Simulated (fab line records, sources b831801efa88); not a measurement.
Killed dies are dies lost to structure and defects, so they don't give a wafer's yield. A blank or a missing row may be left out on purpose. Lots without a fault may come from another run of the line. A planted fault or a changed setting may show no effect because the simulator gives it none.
fab line records | flow sfq_line
record lots=6 wafers=18 last_day=86
route steps=325 shown JJ@197 M5@198 A5B@209
lots that met no fault: from a run of the same line without faults
start_h: hours from the record's first day to the start of the lot's first wafer shown | wait_h: hours since the lot's step before | " the same as in the row above | L1.1+2: a row that stands for several wafers | - no value, or no start given | * or withheld: withheld | < > ~ a bound
route shown NAME@n: a module of which the file shows steps, and the number in the route of the first | usual: mean/standard deviation of fault-free wafers | same: alike in all rows | chamber/n: place in a boat | sites: the reading at each site | _std_site: their standard deviation | _edge_site: outer sites' mean less inner sites' | radius_mm: how far each site lies from the wafer's centre | mask NAME#n: copy n | behind: the tool/chamber that last shaped the wafer | hold: why the lot was held/for how many hours/how that ended | device: the transistor (n, p or np) that didn't switch | end of line: the same wafers' tests at the end of the route | a step without rows: its recipe alone | killed: dies lost to structure and defects at the first sort, not the wafer's yield | map: a wafer's dies, x killed, . not, _ none there
set.NAME: the setting as run; set.NAME@STEP: as run at that earlier step | model.NAME: the simulator's own value behind a step, which no gauge read
lots at some steps of the route; a table a step, a row a wafer
services: from which hour (start_h, from the record's first day; less than 0 if before it) a tool's chamber was out of use, for how many hours, and why
## steps
# step SFQ_TRILAYER_JJ_CE_STRIP_SOLV_CLEAN_121
# recipe chemistry=NMP temp_c=70 time_s=600
# step SFQ_TRILAYER_M5_LITHO_COAT_128
# recipe resist=BARC spin_rpm=3000 resist_thk_nm=62
# step SFQ_TRILAYER_M5_LITHO_COAT_123
# recipe resist=KrF spin_rpm=3000 resist_thk_nm=600
# step SFQ_TRILAYER_M5_LITHO_SOFTBAKE_127
# recipe temp_c=withheld time_s=withheld resist=KrF
# step SFQ_TRILAYER_M5_LITHO_EXPOSE_124
# recipe mask_id=M5 na=0.6 source_shape=conventional sigma_outer=0.65 target_cd_nm=700 dose_mj=14.4
# step SFQ_TRILAYER_M5_LITHO_PEB_126
# recipe peb_temp_c=115 peb_time_s=60 resist=KrF
# step SFQ_TRILAYER_M5_LITHO_DEVELOP_125
# recipe time_s=60 resist=KrF
# step SFQ_M5_OVL_MEAS_932
# usual M5_OVL=-1/6.5
# columns lot.wafer tool chamber start_h wait_h M5_OVL[nm]
L850.1 overlay-02 - 1445.83 0.1 -1
L850.2 " - " " -9
L850.5 " - " " -2
L851.1 overlay-01 - 1449.56 0.1 2
L851.4 " - " " -8
L851.5 " - " " -2
L855.2 overlay-01 - 1459.16 0.1 11
L855.4 " - " " 13
L855.6 " - " " 11
L859.1 overlay-01 - 1468.76 0.1 3
L859.2 " - " " 3
L859.5 " - " " 3
L860.2 overlay-01 - 1471.16 0.1 4
L860.3 " - " " -2
L860.6 " - " " 4
L861.2 overlay-01 - 1472.36 0.1 -10
L861.4 " - " " -7
L861.5 " - " " -8
# step SFQ_TRILAYER_M5_BARC_OPEN_METAL_ETCH_161
# recipe mask_material=PR chemistry=O2 target_depth_nm=125 target=BARC icp_w=600 bias_w=80 pressure_mtorr=10 time_s=41.7
# usual drypump_motor_current_A=5.6/0.46 oes_product_au=0.685/0.0047
# columns lot.wafer tool chamber start_h wait_h drypump_motor_current_A oes_product_au rf_hours_counter_h
L850.1 rie_metal-02 1 1445.87 0.0 5.7 0.689 62
L850.2 " 0 " " 5.5 0.687 36
L850.5 " 1 " " 5.7 0.688 -
L851.1 rie_metal-02 0 1449.59 0.0 5.5 0.683 37
L851.4 " 0 " " 5.5 0.683 -
L851.5 " 0 " " 5.5 0.684 -
L855.2 rie_metal-01 0 1459.19 0.0 5.3 0.686 99
L855.4 " 1 " " 5.4 0.686 -
L855.6 " 1 " " 5.4 0.677 -
L859.1 rie_metal-03 1 1468.79 0.0 6.4 0.687 36
L859.2 " 0 " " 5.1 0.682 60
L859.5 " 1 " " 6.4 0.695 -
L860.2 rie_metal-01 1 1471.19 0.0 5.4 0.685 51
L860.3 " 1 " " 5.4 0.676 -
L860.6 " 0 " " 5.4 0.685 -
L861.2 rie_metal-03 1 1472.39 0.0 6.4 0.685 37
L861.4 " 1 " " 6.4 0.693 -
L861.5 " 1 " " 6.4 0.683 -
# step SFQ_TRILAYER_M5_ETCH_METAL_ETCH_126
# recipe target=Nb stop_on=SiO2 mask_material=PR over_etch_frac=0.15 time_s=203.2 chemistry=Cl2/BCl3 target_depth_nm=265 icp_w=600 bias_w=80 pressure_mtorr=10
# usual drypump_motor_current_A=5.6/0.46 oes_product_au=0.730/0.0054
# columns lot.wafer tool chamber start_h wait_h drypump_motor_current_A oes_product_au rf_hours_counter_h
L850.1 rie_metal-02 1 1445.93 0.0 5.7 0.740 62
L850.2 " 0 " " 5.5 0.730 36
L850.5 " 1 " " 5.7 0.740 -
L851.1 rie_metal-02 0 1449.65 0.0 5.5 0.726 37
L851.4 " 0 " " 5.5 0.727 -
L851.5 " 0 " " 5.5 0.727 -
L855.2 rie_metal-01 0 1459.25 0.0 5.3 0.730 99
L855.4 " 1 " " 5.4 0.741 -
L855.6 " 1 " " 5.4 0.730 -
L859.1 rie_metal-03 1 1468.85 0.0 6.4 0.730 36
L859.2 " 0 " " 5.1 0.726 60
L859.5 " 1 " " 6.4 0.721 -
L860.2 rie_metal-01 1 1471.25 0.0 5.4 0.732 52
L860.3 " 1 " " 5.4 0.726 -
L860.6 " 0 " " 5.3 0.734 -
L861.2 rie_metal-03 1 1472.45 0.0 6.4 0.731 37
L861.4 " 1 " " 6.4 0.729 -
L861.5 " 1 " " 6.4 0.731 -
# step SFQ_TRILAYER_M5_STRIP_STRIP_127
# recipe gas=O2 power_w=200 platen_temp_c=40 overash_fraction=0.65 chemistry=O2 pressure_mtorr=50
# usual drypump_motor_current_A=5.6/0.47 oes_product_au=0.995/0.0073
# columns lot.wafer tool chamber start_h wait_h drypump_motor_current_A oes_product_au rf_hours_counter_h
L850.1 rie_metal-02 1 1446.12 0.1 5.7 0.988 62
L850.2 " 0 " " 5.5 0.991 36
L850.5 " 1 " " 5.7 0.990 -
L851.1 rie_metal-02 0 1449.85 0.1 5.5 0.985 37
L851.4 " 0 " " 5.5 0.999 -
L851.5 " 0 " " 5.5 0.993 -
L855.2 rie_metal-01 0 1459.45 0.1 5.3 0.996 99
L855.4 " 1 " " 5.4 1.006 -
L855.6 " 1 " " 5.4 1.014 -
L859.1 rie_metal-03 1 1469.05 0.1 6.4 0.985 36
L859.2 " 0 " " 5.1 0.991 61
L859.5 " 1 " " 6.4 0.998 -
L860.2 rie_metal-01 1 1471.45 0.1 5.4 0.991 52
L860.3 " 1 " " 5.4 1.005 -
L860.6 " 0 " " 5.3 1.009 -
L861.2 rie_metal-03 1 1472.65 0.1 6.4 0.989 37
L861.4 " 1 " " 6.4 0.999 -
L861.5 " 1 " " 6.4 0.994 -
# step SFQ_TRILAYER_M5_STRIP_SOLV_CLEAN_128
# recipe chemistry=NMP temp_c=70 time_s=600
# step SFQ_TRILAYER_A5B_DEP_PECVD_129
# recipe material=SiO2 temp_c=150 time_s=133.33 pressure_torr=2.4 rf_w=183.3 precursor=SiH4/N2O target_thk_nm=600
# usual heater_power_w=93/21 run_length_s=161.3/0.59 susceptor_temp_C=149.99/0.14 throttle_valve_pct=24.6/1.5
# columns lot.wafer tool chamber start_h wait_h heater_power_w run_length_s susceptor_temp_C throttle_valve_pct model.SiO2_of_TRILAYER_A5B_DEP_PECVD_129.thk_nm
L850.1 pecvd-03 1 1446.90 0.0 67 160.9 149.92 24.7 594.7
L850.2 " 0 " " 93 160.0 149.79 23.3 601.8
L850.5 " 0 " " 96 160.1 150.09 23.4 611
L851.1 pecvd-04 1 1450.64 0.0 87 161.4 150.20 24.3 592.7
L851.4 " 0 " " 84 161.4 150.06 24.5 604
L851.5 " 2 " " 148 161.8 149.81 23.9 605.5
L855.2 pecvd-03 0 1460.22 0.0 85 160.5 150.02 23.4 599.9
L855.4 " 0 " " 88 160.1 150.06 23.4 613.9
L855.6 " 1 " " 69 170.9 149.99 24.9 653.9
L859.1 pecvd-01 2 1469.82 0.0 71 161.0 150.03 27.6 602.6
L859.2 " 0 " " 99 161.6 150.02 24.9 596.4
L859.5 " 2 " " 75 161.1 150.00 27.5 610.8
L860.2 pecvd-03 2 1472.22 0.0 118 162.0 150.12 22.5 593.8
L860.3 " 1 " " 69 161.1 150.05 24.9 597.5
L860.6 " 2 " " 122 171.8 149.94 22.3 654.7
L861.2 pecvd-01 0 1473.42 0.0 93 162.5 149.96 24.9 596.8
L861.4 " 2 " " 71 161.4 149.92 27.4 598.5
L861.5 " 0 " " 98 162.4 150.16 24.9 603.1
# step SFQ_TRILAYER_A5B_CMP_CMP_130
# recipe stop_on=Nb down_force_psi=3 platen_rpm=60 target_thk_nm=340.7
# usual edge_zone_pressure_frac=0.999/0.0048 motor_current_A=9.7/0.88
# columns lot.wafer tool chamber start_h wait_h edge_zone_pressure_frac motor_current_A
L850.2 cmp-01 1 1447.49 0.5 0.996 9.9
L850.1 " 3 1448.49 1.5 1.002 8.3
L850.5 " 0 " " 0.990 9.8
L851.4 cmp-01 2 1451.23 0.5 1.004 9.0
L851.1 " 0 1452.23 1.5 1.005 10.7
L851.5 " 1 " " 0.999 9.7
L855.2 cmp-02 2 1461.43 1.2 1.006 9.4
L855.4 " 0 1462.43 2.1 0.995 9.4
L855.6 " 3 1463.93 3.6 0.996 11.8
L859.2 cmp-02 1 1483.43 13.6 1.001 9.9
L859.1 " 2 " " 0.993 9.1
L859.5 " 0 1484.93 15.0 0.998 9.4
L860.3 cmp-01 1 1485.55 13.3 1.010 9.8
L860.2 " 0 1487.05 14.8 1.004 10.2
L860.6 " 2 1488.05 15.7 0.996 9.1
L861.4 cmp-01 1 1489.05 15.5 0.995 9.9
L861.2 " 2 " " 0.990 9.0
L861.5 " 1 1491.05 17.5 1.003 9.5
## services
# columns tool chamber start_h hours kind
cmp-01 - 1430.61 1.6 repair
cmp-01 - 1432.23 4.0 pm
cmp-01 - 1436.23 - consumable_replace:conditioner
cmp-01 - 1436.23 - consumable_replace:pad
cmp-01 - 1462.73 4.8 pm
pecvd-01 2 1473.80 12.6 repair
pecvd-01 - 1489.53 0.9 repair
## key
first_sign step=SFQ_TRILAYER_A5B_DEP_PECVD_129 reading=run_length_s direction=up sigmas=17 usual=* struck=*
effect none on later readings
model_effect step=SFQ_TRILAYER_A5B_DEP_PECVD_129 value=SiO2_of_TRILAYER_A5B_DEP_PECVD_129.thk_nm without=607.8 struck=654.3
met_at SFQ_TRILAYER_A5B_DEP_PECVD_129
struck_wafers L855.6,L860.6
onset_between 1446.90 1460.22
fault kind=process_parameter_drift tool=pecvd-03 chamber=- onset_h=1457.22 steps=SFQ_TRILAYER_A5B_DEP_PECVD_129 channel=time_s offset=* shape=step end_h=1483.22 scope=struck_wafers_only acts_in=* stated=*
